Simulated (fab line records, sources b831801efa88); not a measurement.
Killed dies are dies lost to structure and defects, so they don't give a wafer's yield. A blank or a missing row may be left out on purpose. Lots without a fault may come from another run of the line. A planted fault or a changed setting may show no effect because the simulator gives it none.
Split-lot experiment | flow sfq_line | 5 lots, 23 wafers read, on a route of 325 steps

THE SPLIT
At SFQ_TRILAYER_I4_VIA_LITHO_PEB_106 (peb time 60 s), the setting peb_temp_c was moved away from the recipe's 115 C on 6 of the 23 wafers read, by -3.2% to +2.0%. The other wafers ran this setting at the recipe's value.

FROM THE SPLIT TO THE READING: what the file shows between them, 2 steps
- SFQ_TRILAYER_I4_VIA_LITHO_DEVELOP_105: time 60 s
- SFQ_TRILAYER_I4_VIA_BARC_OPEN_VIA_ETCH_146: etches BARC in O2, target depth 125 nm, time 41.7 s

THE READING
I4.cd_nm (the simulator's own value, which no gauge read), in nm, at SFQ_TRILAYER_I4_VIA_ETCH_VIA_ETCH_106 (etches SiO2 in CHF3, stops on Nb, target depth 260 nm). The file gives no usual value for it. The 17 wafers here that ran the recipe average 699.8 nm, standard deviation 2.3 nm.

wafer  | tool, chamber at the split | peb_temp_c as run, C | against the recipe | I4.cd_nm, nm | against lot-mates on the recipe
L076.1 | litho_track-01, 0          | 117.3                | +2.0%              | 737.8        | +38.3
L076.2 | litho_track-01, 0          | 117.3                | +2.0%              | 736.5        | +37.0
L076.3 | litho_track-01, 0          | 115                  | recipe             | 697.6        | -
L076.4 | litho_track-01, 0          | 115                  | recipe             | 701.3        | -
L076.5 | litho_track-01, 0          | 115                  | recipe             | 699.6        | -
L077.1 | litho_track-01, 0          | 115                  | recipe             | 697.9        | -
L077.3 | litho_track-01, 0          | 115                  | recipe             | 701.8        | -
L077.4 | litho_track-01, 0          | 111.3                | -3.2%              | 620.9        | -78.1
L077.5 | litho_track-01, 0          | 111.3                | -3.2%              | 622.8        | -76.2
L077.6 | litho_track-01, 0          | 115                  | recipe             | 697.2        | -
L078.1 | litho_track-01, 0          | 115                  | recipe             | 699.1        | -
L078.3 | litho_track-01, 0          | 115                  | recipe             | 701.3        | -
L078.4 | litho_track-01, 0          | 115                  | recipe             | 702.1        | -
L078.5 | litho_track-01, 0          | 115                  | recipe             | 698.6        | -
L078.6 | litho_track-01, 0          | 115                  | recipe             | 702.5        | -
L080.1 | litho_track-01, 0          | 115                  | recipe             | 699.2        | -
L080.3 | litho_track-01, 0          | 112.4                | -2.3%              | 651          | -47.9
L080.4 | litho_track-01, 0          | 115                  | recipe             | 699.9        | -
L080.5 | litho_track-01, 0          | 115                  | recipe             | 697.7        | -
L080.6 | litho_track-01, 0          | 112.4                | -2.3%              | 648.9        | -50.0
L082.3 | litho_track-03, 0          | 115                  | recipe             | 697.9        | -
L082.4 | litho_track-03, 0          | 115                  | recipe             | 697.9        | -
L082.6 | litho_track-03, 0          | 115                  | recipe             | 705.8        | -

THE FIT
A straight line over all 23 wafers: I4.cd_nm changes by +22.3 nm for each +1% of peb_temp_c; r = +0.99; the points scatter about the line by 3.4 nm.
The same after taking each lot's own level away (the mean of its wafers on the recipe; 23 wafers): +22.1 nm for each +1%; r = +0.99; scatter 3.2 nm.
On that fit, the largest move of peb_temp_c shifts the reading by 71 nm.
The lots' own levels span 698.93 to 700.72 nm, that is 0.8 times the standard deviation above.
So the lot-to-lot level changes the slope little: the two slopes agree.
Check: with one of the wafers moved furthest among these (-3.2%) left out of the fit, the line predicts -70 nm for it against its lot-mates. It came out at -78.1 nm against them.

OTHER SPLITS ON THESE WAFERS
These wafers also went through other splits before the reading. Each is held against what the fit with the lots' levels taken away leaves over:
other split on the same wafers                   | wafers away from the commonest value | r with I4.cd_nm (lot level and that fit taken away)
SFQ_TRILAYER_I2_CMP_CMP_064 leave_above_ref_nm   | 11                                   | +0.02
SFQ_TRILAYER_I2_VIA_LITHO_COAT_067 resist_thk_nm | 7                                    | +0.22
SFQ_TRILAYER_M4_DEP_SPUTTER_091 time_s           | 9                                    | -0.06
SFQ_TRILAYER_M4_LITHO_COAT_098 resist_thk_nm     | 6                                    | +0.10
SFQ_TRILAYER_I4_VIA_LITHO_COAT_108 spin_rpm      | 4                                    | -0.20

THE WHOLE CHAIN: every reading that the file lists as answering this split, in the file's order
step                                       | what it does                                          | reading                                                   | change (the file's fit)              | r (the file's)
SFQ_TRILAYER_I4_VIA_BARC_OPEN_VIA_ETCH_146 | etches BARC in O2, target depth 125 nm, time 41.7 s   | I4.cd_nm (the simulator's own value, which no gauge read) | +23 nm for each +1% of the setting   | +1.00
SFQ_TRILAYER_I4_VIA_ETCH_VIA_ETCH_106      | etches SiO2 in CHF3, stops on Nb, target depth 260 nm | I4.cd_nm (the simulator's own value, which no gauge read) | +22.3 nm for each +1% of the setting | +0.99

THE FILE'S OWN FIT
I4.cd_nm changes by +22.3 nm for each +1% of peb_temp_c, r = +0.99.
